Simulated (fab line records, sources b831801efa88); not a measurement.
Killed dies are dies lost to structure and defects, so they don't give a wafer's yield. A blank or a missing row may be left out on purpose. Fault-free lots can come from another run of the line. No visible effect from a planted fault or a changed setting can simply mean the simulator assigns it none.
Matching of chambers | flow sky130 | cmp-01 running SKY_CONTACT_CMP_04: 4 sister chambers
The step polishes SiO2. 16 wafers are shown with their chamber, then 8 later ones without.

== EACH WAFER AND ITS CHAMBER ==
wafer  | chamber | motorCurrentA (A) | timeToEndpointS (s) | edgeZonePressureFrac
L789.2 | 2       | 11.5              | 91                  | 0.998
L789.3 | 1       | 10.9              | 90                  | 0.994
L789.5 | 1       | 10.7              | 88                  | 1.005
L792.1 | 3       | 13.2              | 84                  | 0.996
L792.4 | 2       | 11.7              | 82                  | 0.991
L792.6 | 3       | 12.9              | 88                  | 0.999
L791.2 | 2       | 12.5              | 87                  | 1.003
L791.3 | 3       | 12.8              | 89                  | 1.005
L791.5 | 1       | 10.2              | 91                  | 1.000
L795.4 | 0       | 14.8              | 82                  | 1.007
L795.5 | 3       | 12.7              | 93                  | 1.000
L795.6 | 0       | 14.5              | 80                  | 1.004
L800.1 | 3       | 12.9              | 87                  | 0.990
L800.5 | 0       | 15.6              | 87                  | 0.999
L800.6 | 3       | 13.2              | 85                  | 0.997
L804.1 | 0       | 15.6              | 77                  | 1.005

SIGNATURES, as means of the wafers listed above
reading              | chamber 0 | chamber 1 | chamber 2 | chamber 3 | scatter within a chamber
motorCurrentA        | 15.125    | 10.600    | 11.900    | 12.950    | 0.406
timeToEndpointS      | 81.50     | 89.67     | 86.67     | 87.67     | 3.53
edgeZonePressureFrac | 1.00375   | 0.99967   | 0.99733   | 0.99783   | 0.00492
Rule: for a wafer and a chamber, the distance is found by dividing, reading by reading, the gap between the wafer's reading and the chamber's mean by the reading's scatter, squaring, summing and taking the root. The wafer belongs to the nearest chamber; if the next one is less than 2 further off, it can't be placed. How the scatter is found: for the shown wafers, subtract from each reading the mean of its chamber, square and add these, divide the total by (wafers less chambers), then take the root.

== WAFERS WITHOUT THEIR CHAMBER ==
wafer  | motorCurrentA (A) | timeToEndpointS (s) | edgeZonePressureFrac
L804.2 | 12.4              | 78                  | 0.989
L804.4 | 13.2              | 83                  | 1.006
L807.1 | 11.7              | 84                  | 1.001
L807.5 | 15.0              | 77                  | 0.996
L807.6 | 10.6              | 90                  | 0.996
L809.1 | 10.1              | 100                 | 0.999
L809.4 | 15.1              | 87                  | 1.010
L809.6 | 12.6              | 97                  | 1.001

== THE CHAMBER EACH PASSED THROUGH ==
wafer  | from the rows above     | in truth
L804.2 | can't be placed: 2 or 3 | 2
L804.4 | can't be placed: 3 or 2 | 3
L807.1 | can't be placed: 2 or 1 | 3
L807.5 | 0                       | 0
L807.6 | 1                       | 1
L809.1 | 1                       | 1
L809.4 | 0                       | 0
L809.6 | can't be placed: 3 or 2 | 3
Correct placement for 4 of the 8. Cannot be placed on the basis of these rows: 4; the candidates contain the true chamber in 3. Number placed wrongly: 0.
